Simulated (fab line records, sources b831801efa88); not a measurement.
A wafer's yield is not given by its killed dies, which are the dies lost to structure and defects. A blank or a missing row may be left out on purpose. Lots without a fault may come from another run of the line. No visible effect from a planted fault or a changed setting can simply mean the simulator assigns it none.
Struck lot and sound lot, side by side -- flow gf180mcu -- 16 steps out of a route of 602
Sound: wafers L740.1, L740.2, L740.4. Wafers struck: L752.1, L752.3, L752.6. The cause comes at the end.
Per side, at each step with rows, come the tool, then ch with its chambers, and then its first start. Under that, the readings that differ: sound wafers -- struck wafers -- difference of the means -- sigmas: that difference in standard deviations of wafers without a fault.
alike: readings whose means differ by less than 2 such deviations, and words and numbers that are the same on both sides. not compared: withheld readings, readings that some wafer has no value for, bounds like >300 that may hide the same value, and numbers for which the record gives no deviation and whose values overlap.
A row with sigmas, a row that says differs or no value, or rows on one side alone: a step with any of these is where the two part. Numbers that have no deviation but don't overlap get no sigmas and don't part them. Lack of a reading on every wafer of one side parts them only where that side has two or more wafers.

first, 1 step without rows for these wafers: GF_HV_LDD_DEVELOP_06 (develop time 60 s).
GF_HV_LDD_CD_MEAS_07 targets a cd of 400 nm.
  sound on cd sem-02, day 12 03:47; struck on cd sem-01, day 15 10:02
  alike: cd nm
GF_HV_LDD_OVL_MEAS_08:
  sound on overlay-01, day 12 03:55; struck on overlay-01, day 15 10:10
  alike: HV_LDD_OVL
then, 1 step without rows for these wafers: GF_HV_LDD_IMPLANT_09.
GF_HV_LDD_STRIP_10: strips in O2/N2.
  sound on plasma asher-04 ch 0,1, day 12 04:05; struck on plasma asher-04 ch 0,1, day 15 10:20
  alike: chamber pressure mTorr, drypump motor current A, heater power w, n2 flow sccm, oes product au, strip time to endpoint s
  not compared: rf hours counter h
GF_HV_LDD_TW_MEAS_11:
  sound on film metro-02, day 12 04:11; struck on film metro-02, day 15 10:26
  alike: HV_LDD_TW
then, 6 steps without rows for these wafers: GF_HV_LDD_DEHYDRATE_12 (time 60 s); GF_HV_LDD_HMDS_13 (prime time 60 s); GF_HV_LDD_COAT_14 (resist thk 1000 nm); GF_HV_LDD_SOFTBAKE_15 (time 60 s); GF_HV_LDD_EXPOSE_16 (exposes mask Pplus LV AREA, target cd 400 nm); GF_HV_LDD_PEB_17.
GF_HV_LDD_DEVELOP_18: develop time 60 s.
  sound on litho track-04 ch 0, day 12 21:26; struck on litho track-01 ch 0, day 16 08:17
  alike: chill plate temp C, developer temp C, exhaust pa
GF_HV_LDD_CD_MEAS_19 targets a cd of 400 nm.
  sound on cd sem-01, day 12 21:35; struck on cd sem-01, day 16 08:26
reading,sound,struck,difference,sigmas
cd nm (nm),398.6 400.0 399.9,274.1 271.8 275.7,-125.6,-50
GF_HV_LDD_OVL_MEAS_20:
  sound on overlay-02, day 12 21:43; struck on overlay-02, day 16 08:33
  alike: HV_LDD_01_OVL
GF_PASSIVATION_PROBE_99:
  rows exist in the record for the sound wafers here (prober-02, day 31 01:23), none for the struck ones

WHERE THEY PART
At GF_HV_LDD_CD_MEAS_19 first; at GF_PASSIVATION_PROBE_99 last (within this record only).

WHY: what had been put in by the simulator
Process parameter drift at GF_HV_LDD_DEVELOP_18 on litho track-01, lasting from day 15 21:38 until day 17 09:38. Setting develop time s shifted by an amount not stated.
